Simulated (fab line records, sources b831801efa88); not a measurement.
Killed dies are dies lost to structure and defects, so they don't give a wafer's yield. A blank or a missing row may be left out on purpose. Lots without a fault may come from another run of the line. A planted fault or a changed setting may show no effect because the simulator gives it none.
A struck lot beside a sound one | flow sky130 | 32 steps out of a route of 708
Sound: wafers L441.2, L441.3, L441.6. Struck: wafers L456.1, L456.2, L456.6. The cause comes at the end.
At each step with rows: each side's tool, then ch and its chambers, then its first start. Under that, the readings that differ: sound wafers | struck wafers | difference of the means | sigmas: that difference in standard deviations of wafers without a fault.
alike: readings whose means differ by less than 2 such deviations, and words and numbers that are the same on both sides. not compared: withheld readings, readings that some wafer has no value for, bounds like >300 that may hide the same value, and numbers for which the record gives no deviation and whose values overlap.
The two part at a step that has a row with sigmas, a row that says differs or no value, or rows on one side only. Numbers that don't overlap but have no deviation are shown without sigmas and don't part them. A reading that every wafer of one side lacks parts them only if that side has two wafers or more.

SKY_FIELD_ISO_BOW_MEAS_00:
  sound on film_metro-04, day 2 01:01; struck on film_metro-02, day 5 04:00
  alike: INCOMING_BOW
SKY_FIELD_ISO_OXIDATION_01: stabilise 600 s, purge 300 s, target thk 12 nm.
  sound on furnace-02 ch 0, day 2 01:07; struck on furnace-02 ch 0, day 5 05:14
  alike: tube_center_temp_C_max
SKY_FIELD_ISO_THK_MEAS_02:
  sound on film_metro-01, day 2 02:38; struck on film_metro-01, day 5 06:46
  alike: FIELD_ISO_OXIDATION_00_THK
then, 1 step without rows for these wafers: SKY_FIELD_ISO_CVD_03 (deposits Si3N4 from DCS/NH3, target thk 165 nm, time 2830 s).
SKY_FIELD_ISO_THK_MEAS_04:
  sound on film_metro-04, day 2 05:32; struck on film_metro-01, day 5 08:37
  alike: FIELD_ISO_CVD_03_THK
then, 4 steps without rows for these wafers: SKY_FIELD_ISO_DEHYDRATE_05 (time 60 s); SKY_FIELD_ISO_HMDS_06 (prime time 60 s); SKY_FIELD_ISO_COAT_07 (resist thk 60 nm); SKY_FIELD_ISO_COAT_08 (resist thk 450 nm).
SKY_FIELD_ISO_SOFTBAKE_09: time 93.81 s.
  sound on litho_track-03 ch 0; struck on litho_track-04 ch 0
  alike: chill_plate_temp_C, plate_sensor_t_centre_C, plate_sensor_t_edge_C
then, 3 steps without rows for these wafers: SKY_FIELD_ISO_EXPOSE_10 (exposes mask FOM, target cd 150 nm); SKY_FIELD_ISO_PEB_11; SKY_FIELD_ISO_DEVELOP_12 (develop time 60 s).
SKY_FIELD_ISO_CD_MEAS_13: target cd 150 nm.
  sound on cd_sem-02, day 2 20:35; struck on cd_sem-01, day 6 03:44
  alike: cd_nm
SKY_FIELD_ISO_ETCH_14: etches BARC in N2/H2, stops on SiO2, time 45.9 s, target depth 60 nm.
  sound on rie_diel-03 ch 0,2,3, day 2 20:41; struck on rie_diel-03 ch 0,1,3, day 6 03:52
  alike: drypump_motor_current_A, oes_product_au, throttle_valve_pct
  not compared: rf_hours_counter_h
SKY_FIELD_ISO_ETCH_15: etches the open film in CHF3/O2, stops on Si, target depth 180 nm, time 72 s.
  sound on rie_diel-03 ch 0,2,3, day 2 20:44; struck on rie_diel-03 ch 0,1,3, day 6 03:55
  alike: drypump_motor_current_A, oes_product_au, throttle_valve_pct
  not compared: rf_hours_counter_h
SKY_FIELD_ISO_STRIP_16: strips in O2/N2.
  sound on plasma_asher-02 ch 0,1, day 2 20:47; struck on plasma_asher-01 ch 0,1, day 6 03:58
  alike: drypump_motor_current_A, oes_product_au, strip_time_to_endpoint_s
  not compared: rf_hours_counter_h
SKY_FIELD_ISO_ETCH_17: etches Si in HBr/Cl2/O2, target depth 342 nm, time 97.7 s.
  sound on rie_si-02 ch 2,3, day 2 20:53; struck on rie_si-02 ch 0,3, day 6 04:04
  alike: drypump_motor_current_A, oes_product_au, throttle_valve_pct
  not compared: rf_hours_counter_h
then, 5 steps without rows for these wafers: SKY_FIELD_ISO_WET_ETCH_18 (etches Si3N4 in H3PO4, target depth 25 nm, time 286 s); SKY_FIELD_ISO_CLEAN_19 (cleans in SC1/SC2, time 150 s); SKY_FIELD_ISO_CLEAN_20 (cleans in dHF, time 20 s); SKY_FIELD_ISO_WET_ETCH_21 (etches SiO2 in dHF, target depth 20 nm, time 400 s); SKY_FIELD_ISO_OXIDATION_22 (stabilise 600 s, purge 300 s, target thk 10 nm).
SKY_FIELD_ISO_THK_MEAS_23:
  sound on film_metro-04, day 2 23:49; struck on film_metro-01, day 6 05:38
  alike: FIELD_ISO_OXIDATION_01_THK
then, 1 step without rows for these wafers: SKY_FIELD_ISO_CVD_24 (deposits SiO2, target thk 595 nm, time 99.2 s).
SKY_FIELD_ISO_THK_MEAS_25:
  sound on film_metro-04, day 2 23:57; struck on film_metro-01, day 6 05:46
  alike: FIELD_ISO_CVD_24_THK
then, 5 steps without rows for these wafers: SKY_FIELD_ISO_ANNEAL_26 (time 1800 s); SKY_FIELD_ISO_CMP_27 (polishes, stops on Si3N4, t overpolish 17.05 s, target thk 457.8 nm); SKY_FIELD_ISO_WET_ETCH_28 (etches SiO2 in dHF, target depth 23.7 nm, time 47 s); SKY_FIELD_ISO_WET_ETCH_29 (etches Si3N4 in H3PO4, target depth 160 nm, time 1825 s); SKY_FIELD_ISO_WET_ETCH_30 (etches SiO2 in dHF, target depth 25 nm, time 50 s).
-- the record jumps here: 44 days lie between the struck wafers' starts before and after (it left off in module FIELD_ISO and takes up again in module PAD_OPEN, whose first step shown is number 708 of the route) --
SKY_PAD_OPEN_PROBE_99:
  sound on prober-01, day 47 04:42; struck on prober-02, day 50 05:53
  reading             | sound    | struck      | difference | sigmas
  killed_at_front_end | 7 8 11   | 101 108 104 | +96        | +23
  killed_dies         | 77 79 77 | 165 170 165 | +89        | +10
  killed_on_rim       | 11 13 16 | 30 32 28    | +17        | +5
  alike: killed_at_M0_to_M3, killed_at_M4_up, killed_at_contacts, killed_at_other, killed_open, killed_short

WHERE THEY PART
Only at SKY_PAD_OPEN_PROBE_99, within this record.

WHY: what the simulator had put in
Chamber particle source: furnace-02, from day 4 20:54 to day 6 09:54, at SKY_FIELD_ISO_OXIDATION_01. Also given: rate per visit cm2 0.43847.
